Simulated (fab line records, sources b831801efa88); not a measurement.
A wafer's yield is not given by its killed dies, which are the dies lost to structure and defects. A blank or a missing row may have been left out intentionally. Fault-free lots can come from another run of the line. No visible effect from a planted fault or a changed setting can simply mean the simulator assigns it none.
Matching of chambers || flow gf180mcu || GF_PASSIVATION_CVD_02 on pecvd-03: 3 sister chambers
The step deposits Si3N4, target thk 700 nm, time 486.18 s. 3 wafers are shown with their chamber, then 12 later ones without.

WAFERS, EACH WITH ITS CHAMBER
{"wafer": "L083.1", "chamber": 1, "heaterPowerW (W)": 811}
{"wafer": "L088.4", "chamber": 2, "heaterPowerW (W)": 658}
{"wafer": "L088.5", "chamber": 0, "heaterPowerW (W)": 906}

WAFERS WITHOUT THEIR CHAMBER
{"wafer": "L090.3", "heaterPowerW (W)": 732}
{"wafer": "L090.5", "heaterPowerW (W)": 663}
{"wafer": "L090.6", "heaterPowerW (W)": 600}
{"wafer": "L092.1", "heaterPowerW (W)": 716}
{"wafer": "L092.3", "heaterPowerW (W)": 699}
{"wafer": "L092.6", "heaterPowerW (W)": 871}
{"wafer": "L096.1", "heaterPowerW (W)": 779}
{"wafer": "L096.2", "heaterPowerW (W)": 861}
{"wafer": "L096.3", "heaterPowerW (W)": 621}
{"wafer": "L096.4", "heaterPowerW (W)": 805}
{"wafer": "L096.5", "heaterPowerW (W)": 882}
{"wafer": "L096.6", "heaterPowerW (W)": 678}

WHICH CHAMBER EACH WENT THROUGH
{"wafer": "L090.3", "from the rows above": "can't be placed: 2 or 1", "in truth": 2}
{"wafer": "L090.5", "from the rows above": 2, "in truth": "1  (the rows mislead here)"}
{"wafer": "L090.6", "from the rows above": 2, "in truth": 2}
{"wafer": "L092.1", "from the rows above": "can't be placed: 2 or 1", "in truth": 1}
{"wafer": "L092.3", "from the rows above": "can't be placed: 2 or 1", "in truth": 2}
{"wafer": "L092.6", "from the rows above": "can't be placed: 0 or 1", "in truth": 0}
{"wafer": "L096.1", "from the rows above": 1, "in truth": 1}
{"wafer": "L096.2", "from the rows above": "can't be placed: 0 or 1", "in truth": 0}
{"wafer": "L096.3", "from the rows above": 2, "in truth": 2}
{"wafer": "L096.4", "from the rows above": 1, "in truth": 1}
{"wafer": "L096.5", "from the rows above": "can't be placed: 0 or 1", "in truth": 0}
{"wafer": "L096.6", "from the rows above": 2, "in truth": 2}
Correct placement for 5 of the 12. Unplaceable from these rows: 6, with the true chamber sitting among the candidates in 6. Number placed wrongly: 1.
How it was worked out, from the rows above alone: a wafer's distance from a chamber is the root of the sum, over the readings, of the square of ((its reading less the chamber's mean) divided by the reading's scatter). The wafer belongs to the nearest chamber; if the next one is less than 2 further off, it can't be placed. For every chamber, the mean is computed from those of its wafers that are shown. The scatter: root of mean squared gap, hidden wafer to nearest shown wafer, with one shown wafer a chamber.
